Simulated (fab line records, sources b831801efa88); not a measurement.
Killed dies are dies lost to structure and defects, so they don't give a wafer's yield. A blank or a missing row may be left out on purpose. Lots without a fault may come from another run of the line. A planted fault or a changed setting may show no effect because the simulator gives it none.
fab line records | flow sfq_line | part 1 of 2: steps 1 to 24 of 34
record lots=5 wafers=15 last_day=86
route steps=325 shown L0@15 L0V@16 M0@28 I0@43
lots that met no fault: from a run of the same line without faults
start_h: hours from the record's first day to the start of the lot's first wafer shown | wait_h: hours since the lot's step before | " the same as in the row above | L1.1+2: a row that stands for several wafers | - no value, or no start given | * or withheld: withheld | < > ~ a bound
route shown NAME@n: a module of which the file shows steps, and the number in the route of the first | usual: mean/standard deviation of fault-free wafers | same: alike in all rows | chamber/n: place in a boat | sites: the reading at each site | _std_site: their standard deviation | _edge_site: outer sites' mean less inner sites' | radius_mm: how far each site lies from the wafer's centre | mask NAME#n: copy n | behind: the tool/chamber that last shaped the wafer | hold: why the lot was held/for how many hours/how that ended | device: the transistor (n, p or np) that didn't switch | end of line: the same wafers' tests at the end of the route | a step without rows: its recipe alone | killed: dies lost to structure and defects at the first sort, not the wafer's yield | map: a wafer's dies, x killed, . not, _ none there
set.NAME: the setting as run; set.NAME@STEP: as run at that earlier step | model.NAME: the simulator's own value behind a step, which no gauge read
lots at some steps of the route; a table a step, a row a wafer
services: from which hour (start_h, from the record's first day; less than 0 if before it) a tool's chamber was out of use, for how many hours, and why
## steps
# step SFQ_TRILAYER_L0_STRIP_SOLV_CLEAN_010
# recipe chemistry=NMP temp_c=70 time_s=600
# usual bath_heat_duty_pct=14.0/1.6
# columns lot.wafer tool chamber start_h wait_h bath_heat_duty_pct
L078.1 wet_bench-01 0 102.28 0.4 14.9
L078.2 " 7 " " 12.0
L078.5 " 6 " " 16.3
L083.1 wet_bench-02 3 132.28 0.4 13.0
L083.3 " 2 " " 14.9
L083.6 " 5 " " 12.5
L084.2 wet_bench-01 7 139.03 0.4 12.3
L084.3 " 4 " " 14.6
L084.6 " 6 " " 16.4
L090.1 wet_bench-02 1 168.83 0.4 11.8
L090.4 " 4 " " 14.0
L090.6 " 0 " " 12.8
L091.2 wet_bench-01 5 174.83 0.4 17.6
L091.3 " 3 " " 13.6
L091.6 " 7 " " 11.0
# step SFQ_TRILAYER_L0_CAP_PECVD_011
# recipe material=SiO2 temp_c=150 time_s=13.333 pressure_torr=2.4 rf_w=183.3 precursor=SiH4/N2O target_thk_nm=60
# usual heater_power_w=87/14 throttle_valve_pct=24.6/1.6
# columns lot.wafer tool chamber start_h wait_h heater_power_w throttle_valve_pct
L078.1 pecvd-02 0 102.45 0.0 79 25.4
L078.2 " 1 " " 91 25.1
L078.5 " 2 " " 85 27.4
L083.1 pecvd-02 1 132.45 0.0 97 24.7
L083.3 " 2 " " 99 27.0
L083.6 " 1 " " 96 24.7
L084.2 pecvd-03 2 139.22 0.0 109 24.4
L084.3 " 1 " " 73 22.1
L084.6 " 0 " " 80 22.0
L090.1 pecvd-03 0 169.00 0.0 81 22.1
L090.4 " 0 " " 81 21.9
L090.6 " 2 " " 116 24.6
L091.2 pecvd-02 0 175.00 0.0 78 25.2
L091.3 " 2 " " 89 27.2
L091.6 " 1 " " 85 25.0
# step SFQ_TRILAYER_L0_VIA_LITHO_COAT_018
# recipe resist=BARC spin_rpm=3000 resist_thk_nm=62
# usual exhaust_pa=45.2/0.96
# columns lot.wafer tool chamber start_h wait_h exhaust_pa
L078.1 litho_track-02 0 102.48 0.0 46.1
L078.2 " 0 " " 45.0
L078.5 " 0 " " 46.0
L083.1 litho_track-02 0 132.48 0.0 43.3
L083.3 " 0 " " 42.7
L083.6 " 0 " " 43.3
L084.2 litho_track-03 0 139.29 0.1 44.9
L084.3 " 0 " " 44.8
L084.6 " 0 " " 44.6
L090.1 litho_track-02 0 169.03 0.0 44.8
L090.4 " 0 " " 45.7
L090.6 " 0 " " 46.4
L091.2 litho_track-03 0 175.08 0.1 45.8
L091.3 " 0 " " 46.0
L091.6 " 0 " " 45.9
# step SFQ_TRILAYER_L0_VIA_LITHO_COAT_013
# recipe resist=KrF spin_rpm=3000 resist_thk_nm=650
# usual exhaust_pa=44.9/0.9
# columns lot.wafer tool chamber start_h wait_h exhaust_pa
L078.1 litho_track-02 0 102.78 0.2 44.9
L078.2 " 0 " " 44.7
L078.5 " 0 " " 45.2
L083.1 litho_track-02 0 132.78 0.2 44.5
L083.3 " 0 " " 44.5
L083.6 " 0 " " 43.8
L084.2 litho_track-03 0 139.59 0.2 45.0
L084.3 " 0 " " 44.3
L084.6 " 0 " " 45.0
L090.1 litho_track-02 0 169.33 0.2 43.8
L090.4 " 0 " " 45.6
L090.6 " 0 " " 46.1
L091.2 litho_track-03 0 175.38 0.2 46.1
L091.3 " 0 " " 45.4
L091.6 " 0 " " 43.7
# step SFQ_TRILAYER_L0_VIA_LITHO_SOFTBAKE_017
# recipe temp_c=withheld time_s=withheld resist=KrF
# usual exhaust_pa=44.8/0.94
# columns lot.wafer tool chamber start_h wait_h exhaust_pa
L078.1 litho_track-02 0 103.08 0.2 44.1
L078.2 " 0 " " 45.4
L078.5 " 0 " " 44.9
L083.1 litho_track-02 0 133.08 0.2 44.7
L083.3 " 0 " " 44.4
L083.6 " 0 " " 43.6
L084.2 litho_track-03 0 139.87 0.2 44.4
L084.3 " 0 " " 45.6
L084.6 " 0 " " 44.8
L090.1 litho_track-02 0 169.63 0.2 44.5
L090.4 " 0 " " 43.7
L090.6 " 0 " " 44.5
L091.2 litho_track-03 0 175.65 0.2 44.8
L091.3 " 0 " " 43.8
L091.6 " 0 " " 44.9
# step SFQ_TRILAYER_L0_VIA_LITHO_EXPOSE_014
# recipe mask_id=L0V na=0.6 source_shape=conventional sigma_outer=0.65 target_cd_nm=700 dose_mj=21.3
# usual exposure_dose_mJ_cm2=21.306/0.02
# columns lot.wafer tool chamber start_h wait_h mask exposure_dose_mJ_cm2
L078.1 krf_scanner-01 0 119.71 - L0V#0 21.304
L078.2 " 0 " " L0V#0 21.325
L078.5 " 0 " " L0V#0 21.334
L083.1 krf_scanner-01 0 149.59 - L0V#0 21.287
L083.3 " 0 " " L0V#0 21.278
L083.6 " 0 " " L0V#0 21.295
L084.2 krf_scanner-01 0 159.39 - L0V#0 21.310
L084.3 " 0 " " L0V#0 21.313
L084.6 " 0 " " L0V#0 21.310
L090.1 krf_scanner-01 0 191.43 - L0V#0 21.324
L090.4 " 0 " " L0V#0 21.276
L090.6 " 0 " " L0V#0 21.278
L091.2 krf_scanner-01 0 198.38 - L0V#0 21.296
L091.3 " 0 " " L0V#0 21.311
L091.6 " 0 " " L0V#0 21.320
# step SFQ_TRILAYER_L0_VIA_LITHO_PEB_016
# recipe peb_temp_c=115 peb_time_s=60 resist=KrF
# usual exhaust_pa=44.9/0.92 heater_power_total_W=79.16/0.065
# columns lot.wafer tool chamber start_h wait_h exhaust_pa heater_power_total_W
L078.1 litho_track-04 0 120.91 1.0 44.2 79.22
L078.2 " 0 " " 45.9 79.10
L078.5 " 0 " " 47.0 79.13
L083.1 litho_track-02 0 150.79 1.0 44.7 79.19
L083.3 " 0 " " 45.5 79.16
L083.6 " 0 " " 46.1 79.29
L084.2 litho_track-03 0 160.42 0.8 46.1 79.21
L084.3 " 0 " " 45.8 79.06
L084.6 " 0 " " 44.4 79.17
L090.1 litho_track-03 0 192.63 1.0 46.4 79.08
L090.4 " 0 " " 45.3 79.17
L090.6 " 0 " " 43.9 79.21
L091.2 litho_track-02 0 199.40 0.8 47.3 79.14
L091.3 " 0 " " 46.3 79.13
L091.6 " 0 " " 45.3 79.16
# step SFQ_TRILAYER_L0_VIA_LITHO_DEVELOP_015
# recipe time_s=60 resist=KrF
# usual exhaust_pa=45.0/0.96
# columns lot.wafer tool chamber start_h wait_h exhaust_pa
L078.1 litho_track-04 0 121.06 0.1 44.4
L078.2 " 0 " " 44.0
L078.5 " 0 " " 43.3
L083.1 litho_track-02 0 150.94 0.1 43.9
L083.3 " 0 " " 45.0
L083.6 " 0 " " 45.0
L084.2 litho_track-03 0 160.57 0.1 46.3
L084.3 " 0 " " 47.1
L084.6 " 0 " " 46.7
L090.1 litho_track-03 0 192.78 0.1 44.8
L090.4 " 0 " " 44.4
L090.6 " 0 " " 45.3
L091.2 litho_track-02 0 199.55 0.1 45.8
L091.3 " 0 " " 44.8
L091.6 " 0 " " 44.8
# step SFQ_L0V_OVL_MEAS_903
# usual L0V_OVL=-2/5.6
# columns lot.wafer tool chamber start_h wait_h L0V_OVL[nm]
L078.1 overlay-01 - 121.21 0.1 1
L078.2 " - " " 0
L078.5 " - " " -1
L083.1 overlay-01 - 151.09 0.1 7
L083.3 " - " " -5
L083.6 " - " " -1
L084.2 overlay-02 - 160.70 0.1 2
L084.3 " - " " 4
L084.6 " - " " 5
L090.1 overlay-02 - 192.93 0.1 -5
L090.4 " - " " 0
L090.6 " - " " -1
L091.2 overlay-02 - 199.68 0.1 6
L091.3 " - " " 3
L091.6 " - " " 1
# step SFQ_TRILAYER_L0_VIA_BARC_OPEN_VIA_ETCH_021
# recipe mask_material=PR chemistry=O2 target_depth_nm=125 target=BARC source_w=500 bias_w=80 pressure_mtorr=30 time_s=41.7
# usual drypump_motor_current_A=5.9/0.53 oes_product_au=0.686/0.0048
# columns lot.wafer tool chamber start_h wait_h drypump_motor_current_A oes_product_au rf_hours_counter_h
L078.1 rie_diel-04 2 121.24 0.0 6.4 0.682 13
L078.2 " 3 " " 6.7 0.686 63
L078.5 " 0 " " 6.3 0.681 -
L083.1 rie_diel-02 1 151.13 0.0 6.3 0.690 79
L083.3 " 2 " " 6.0 0.694 35
L083.6 " 0 " " 6.1 0.690 -
L084.2 rie_diel-04 0 160.73 0.0 6.3 0.685 55
L084.3 " 2 " " 6.5 0.681 14
L084.6 " 3 " " 6.7 0.691 -
L090.1 rie_diel-04 0 192.96 0.0 6.3 0.679 56
L090.4 " 1 " " 5.3 0.690 112
L090.6 " 0 " " 6.3 0.686 -
L091.2 rie_diel-01 1 199.71 0.0 4.8 0.681 21
L091.3 " 3 " " 5.8 0.685 143
L091.6 " 0 " " 6.0 0.683 -
# step SFQ_TRILAYER_L0_VIA_ETCH_VIA_ETCH_016
# recipe target=SiO2 stop_on=MoNx_KI mask_material=PR chemistry=CHF3 target_depth_nm=80 source_w=500 bias_w=80 pressure_mtorr=30 time_s=withheld
# usual drypump_motor_current_A=5.9/0.53 oes_product_au=0.842/0.0081
# columns lot.wafer tool chamber start_h wait_h drypump_motor_current_A oes_product_au
L078.1 rie_diel-04 2 121.28 0.0 6.4 0.851
L078.2 " 3 " " 6.7 0.841
L078.5 " 0 " " 6.3 0.837
L083.1 rie_diel-02 1 151.17 0.0 6.3 0.848
L083.3 " 2 " " 6.0 0.848
L083.6 " 0 " " 6.1 0.850
L084.2 rie_diel-04 0 160.77 0.0 6.3 0.830
L084.3 " 2 " " 6.4 0.826
L084.6 " 3 " " 6.7 0.834
L090.1 rie_diel-04 0 193.00 0.0 6.3 0.828
L090.4 " 1 " " 5.2 0.839
L090.6 " 0 " " 6.3 0.851
L091.2 rie_diel-01 1 199.75 0.0 4.8 0.843
L091.3 " 3 " " 5.8 0.854
L091.6 " 0 " " 6.0 0.860
# step SFQ_TRILAYER_L0_VIA_STRIP_STRIP_017
# recipe gas=O2 power_w=200 platen_temp_c=40 overash_fraction=0.65 chemistry=O2 pressure_mtorr=50
# usual drypump_motor_current_A=5.50/0.25 oes_product_au=1.003/0.0085
# columns lot.wafer tool chamber start_h wait_h drypump_motor_current_A oes_product_au rf_hours_counter_h
L078.1 rie_metal-01 0 121.33 - 5.42 1.002 91
L078.2 " 1 " " 5.55 1.015 35
L078.5 " 0 " " 5.39 0.996 -
L083.1 rie_metal-02 0 151.21 - 5.23 0.988 70
L083.3 " 0 " " 5.23 0.990 -
L083.6 " 1 " " 5.81 1.001 -
L084.2 rie_metal-02 1 160.81 - 5.82 1.003 47
L084.3 " 0 " " 5.21 0.987 -
L084.6 " 1 " " 5.82 1.003 -
L090.1 rie_metal-01 0 193.05 - 5.37 0.992 104
L090.4 " 1 " " 5.57 1.019 -
L090.6 " 1 " " 5.55 1.011 -
L091.2 rie_metal-02 1 199.80 - 5.81 1.003 55
L091.3 " 1 " " 5.82 1.009 -
L091.6 " 0 " " 5.20 1.006 -
# step SFQ_TRILAYER_L0_VIA_STRIP_SOLV_CLEAN_018
# recipe chemistry=NMP temp_c=70 time_s=600
# usual bath_heat_duty_pct=13.7/1.6
# columns lot.wafer tool chamber start_h wait_h bath_heat_duty_pct
L078.1 wet_bench-03 5 121.93 0.4 14.1
L078.2 " 7 " " 13.8
L078.5 " 3 " " 11.9
L083.1 wet_bench-04 0 151.81 0.4 13.5
L083.3 " 6 " " 13.6
L083.6 " 2 " " 11.7
L084.2 wet_bench-04 0 161.61 0.5 13.8
L084.3 " 2 " " 12.1
L084.6 " 1 " " 14.8
L090.1 wet_bench-03 3 193.65 0.4 12.4
L090.4 " 0 " " 14.2
L090.6 " 1 " " 13.8
L091.2 wet_bench-04 3 200.40 0.4 15.2
L091.3 " 2 " " 11.6
L091.6 " 1 " " 15.2
# step SFQ_TRILAYER_M0_DEP_PRE_CLEAN_020
# recipe gas=Ar time_s=15 bias_v=250
# columns lot.wafer tool chamber start_h wait_h
L078.1+2+5 pvd_sputter-05 - 122.10 0.0
L083.1+3+6 pvd_sputter-04 - 151.99 0.0
L084.2+3+6 pvd_sputter-04 - 161.79 0.0
L090.1+4+6 pvd_sputter-05 - 193.82 0.0
L091.2+3+6 pvd_sputter-06 - 200.57 0.0
# step SFQ_TRILAYER_M0_DEP_SPUTTER_019
# recipe material=Nb base_pressure_pa=1.33e-06 chamber_pressure_pa=0.1333 substrate_temp_c=20 resputter_cathode_voltage_v=400 target_thk_nm=200 power_w=2000 time_s=133.3
# usual throttle_valve_pct=29.1/0.97
# columns lot.wafer tool chamber start_h wait_h throttle_valve_pct
L078.1 pvd_sputter-05 - 122.13 0.0 28.5
L078.2 " - " " 30.1
L078.5 " - " " 28.8
L083.1 pvd_sputter-04 - 152.01 0.0 28.7
L083.3 " - " " 27.4
L083.6 " - " " 30.2
L084.2 pvd_sputter-04 - 161.81 0.0 28.7
L084.3 " - " " 29.0
L084.6 " - " " 27.7
L090.1 pvd_sputter-05 - 193.85 0.0 30.2
L090.4 " - " " 28.1
L090.6 " - " " 30.3
L091.2 pvd_sputter-06 - 200.60 0.0 28.8
L091.3 " - " " 29.7
L091.6 " - " " 29.7
# step SFQ_M0_RS_MEAS_904
# recipe thk_meas_gauge=four-point-probe reads=Nb_of_TRILAYER_M0_DEP_SPUTTER_019
# usual M0_NB_RS=0.888/0.01
# columns lot.wafer tool chamber start_h wait_h M0_NB_RS[ohm/sq]
L078.1 film_metro-01 - 122.22 0.0 0.907
L078.2 " - " " 0.893
L078.5 " - " " 0.901
L083.1 film_metro-03 - 152.10 0.0 0.890
L083.3 " - " " 0.890
L083.6 " - " " 0.873
L084.2 film_metro-01 - 161.92 0.1 0.892
L084.3 " - " " 0.893
L084.6 " - " " 0.888
L090.1 film_metro-04 - 193.94 0.0 0.888
L090.4 " - " " 0.878
L090.6 " - " " 0.875
L091.2 film_metro-03 - 200.71 0.1 0.899
L091.3 " - " " 0.902
L091.6 " - " " 0.900
# step SFQ_TRILAYER_M0_LITHO_COAT_026
# recipe resist=BARC spin_rpm=3000 resist_thk_nm=62
# usual exhaust_pa=44.8/0.95
# columns lot.wafer tool chamber start_h wait_h exhaust_pa
L078.1 litho_track-01 0 122.40 0.1 44.3
L078.2 " 0 " " 45.5
L078.5 " 0 " " 44.4
L083.1 litho_track-04 0 152.28 0.1 46.1
L083.3 " 0 " " 45.7
L083.6 " 0 " " 46.8
L084.2 litho_track-04 0 162.13 0.1 44.7
L084.3 " 0 " " 45.5
L084.6 " 0 " " 43.9
L090.1 litho_track-01 0 194.12 0.1 44.8
L090.4 " 0 " " 45.3
L090.6 " 0 " " 44.7
L091.2 litho_track-04 0 200.92 0.1 44.1
L091.3 " 0 " " 44.5
L091.6 " 0 " " 44.4
# step SFQ_TRILAYER_M0_LITHO_COAT_021
# recipe resist=KrF spin_rpm=3000 resist_thk_nm=600
# usual exhaust_pa=44.9/0.85
# columns lot.wafer tool chamber start_h wait_h exhaust_pa
L078.1 litho_track-01 0 122.70 0.2 44.7
L078.2 " 0 " " 44.4
L078.5 " 0 " " 45.3
L083.1 litho_track-04 0 152.58 0.2 45.3
L083.3 " 0 " " 44.7
L083.6 " 0 " " 44.7
L084.2 litho_track-04 0 162.43 0.2 44.1
L084.3 " 0 " " 44.7
L084.6 " 0 " " 45.0
L090.1 litho_track-01 0 194.42 0.2 44.8
L090.4 " 0 " " 44.0
L090.6 " 0 " " 44.0
L091.2 litho_track-04 0 201.22 0.2 46.0
L091.3 " 0 " " 45.7
L091.6 " 0 " " 44.5
# step SFQ_TRILAYER_M0_LITHO_SOFTBAKE_025
# recipe temp_c=withheld time_s=withheld resist=KrF
# usual exhaust_pa=45.1/0.78
# columns lot.wafer tool chamber start_h wait_h exhaust_pa
L078.1 litho_track-01 0 123.00 0.2 44.7
L078.2 " 0 " " 45.9
L078.5 " 0 " " 44.7
L083.1 litho_track-04 0 152.88 0.2 45.9
L083.3 " 0 " " 45.1
L083.6 " 0 " " 45.7
L084.2 litho_track-04 0 162.71 0.2 44.3
L084.3 " 0 " " 45.1
L084.6 " 0 " " 44.4
L090.1 litho_track-01 0 194.72 0.2 45.0
L090.4 " 0 " " 45.5
L090.6 " 0 " " 45.8
L091.2 litho_track-04 0 201.50 0.2 45.3
L091.3 " 0 " " 44.9
L091.6 " 0 " " 45.5
# step SFQ_TRILAYER_M0_LITHO_EXPOSE_022
# recipe mask_id=M0 na=0.6 source_shape=conventional sigma_outer=0.65 target_cd_nm=500 dose_mj=14.4
# usual exposure_dose_mJ_cm2=14.398/0.014
# columns lot.wafer tool chamber start_h wait_h mask exposure_dose_mJ_cm2
L078.1 krf_scanner-01 0 137.71 - M0#0 14.402
L078.2 " 0 " " M0#0 14.416
L078.5 " 0 " " M0#0 14.413
L083.1 krf_scanner-01 0 173.47 - M0#0 14.375
L083.3 " 0 " " M0#0 14.374
L083.6 " 0 " " M0#0 14.379
L084.2 krf_scanner-01 0 185.63 - M0#0 14.421
L084.3 " 0 " " M0#0 14.397
L084.6 " 0 " " M0#0 14.420
L090.1 krf_scanner-01 0 214.98 - M0#0 14.412
L090.4 " 0 " " M0#0 14.390
L090.6 " 0 " " M0#0 14.398
L091.2 krf_scanner-01 0 223.58 - M0#0 14.409
L091.3 " 0 " " M0#0 14.410
L091.6 " 0 " " M0#0 14.413
# step SFQ_TRILAYER_M0_LITHO_PEB_024
# recipe peb_temp_c=115 peb_time_s=60 resist=KrF
# usual exhaust_pa=44.9/0.94 heater_power_total_W=79.15/0.067
# columns lot.wafer tool chamber start_h wait_h exhaust_pa heater_power_total_W
L078.1 litho_track-01 0 138.91 1.0 43.8 79.17
L078.2 " 0 " " 45.7 79.19
L078.5 " 0 " " 45.1 79.11
L083.1 litho_track-04 0 174.67 1.0 43.5 79.04
L083.3 " 0 " " 44.6 79.20
L083.6 " 0 " " 44.6 79.28
L084.2 litho_track-04 0 186.65 0.8 45.4 79.20
L084.3 " 0 " " 45.6 79.18
L084.6 " 0 " " 46.8 79.24
L090.1 litho_track-04 0 216.18 1.0 46.2 79.13
L090.4 " 0 " " 44.0 79.21
L090.6 " 0 " " 43.7 79.17
L091.2 litho_track-02 0 224.60 0.8 43.6 79.15
L091.3 " 0 " " 44.5 79.21
L091.6 " 0 " " 45.9 79.17
# step SFQ_TRILAYER_M0_LITHO_DEVELOP_023
# recipe time_s=60 resist=KrF
# usual exhaust_pa=45.0/0.85
# columns lot.wafer tool chamber start_h wait_h exhaust_pa
L078.1 litho_track-01 0 139.06 0.1 43.9
L078.2 " 0 " " 44.5
L078.5 " 0 " " 44.8
L083.1 litho_track-04 0 174.82 0.1 45.4
L083.3 " 0 " " 45.4
L083.6 " 0 " " 45.0
L084.2 litho_track-04 0 186.80 0.1 44.3
L084.3 " 0 " " 45.3
L084.6 " 0 " " 45.8
L090.1 litho_track-04 0 216.33 0.1 45.2
L090.4 " 0 " " 44.8
L090.6 " 0 " " 46.1
L091.2 litho_track-02 0 224.75 0.1 44.9
L091.3 " 0 " " 44.4
L091.6 " 0 " " 44.8
# step SFQ_M0_OVL_MEAS_906
# usual M0_OVL=2/6.4
# columns lot.wafer tool chamber start_h wait_h M0_OVL[nm]
L078.1 overlay-02 - 139.21 0.1 -14
L078.2 " - " " -3
L078.5 " - " " -6
L083.1 overlay-02 - 174.97 0.1 4
L083.3 " - " " 6
L083.6 " - " " 8
L084.2 overlay-01 - 186.93 0.1 -2
L084.3 " - " " 2
L084.6 " - " " 0
L090.1 overlay-01 - 216.48 0.1 0
L090.4 " - " " 1
L090.6 " - " " 2
L091.2 overlay-02 - 224.88 0.1 0
L091.3 " - " " -5
L091.6 " - " " 0
# step SFQ_TRILAYER_M0_BARC_OPEN_METAL_ETCH_031
# recipe mask_material=PR chemistry=O2 target_depth_nm=125 target=BARC icp_w=600 bias_w=80 pressure_mtorr=10 time_s=41.7
# usual drypump_motor_current_A=5.55/0.22 oes_product_au=0.685/0.0048
# columns lot.wafer tool chamber start_h wait_h drypump_motor_current_A oes_product_au rf_hours_counter_h
L078.1 rie_metal-02 1 139.24 0.0 5.82 0.683 43
L078.2 " 0 " " 5.23 0.681 68
L078.5 " 1 " " 5.82 0.683 -
L083.1 rie_metal-04 1 175.01 0.0 5.56 0.687 76
L083.3 " 1 " " 5.54 0.686 -
L083.6 " 0 " " 5.58 0.687 -
L084.2 rie_metal-02 0 186.96 0.0 5.22 0.678 77
L084.3 " 0 " " 5.21 0.683 -
L084.6 " 1 " " 5.83 0.685 -
L090.1 rie_metal-04 0 216.51 0.0 5.58 0.693 176
L090.4 " 0 " " 5.57 0.688 -
L090.6 " 0 " " 5.57 0.692 -
L091.2 rie_metal-02 1 224.91 0.0 5.82 0.691 59
L091.3 " 0 " " 5.21 0.678 -
L091.6 " 1 " " 5.83 0.688 -
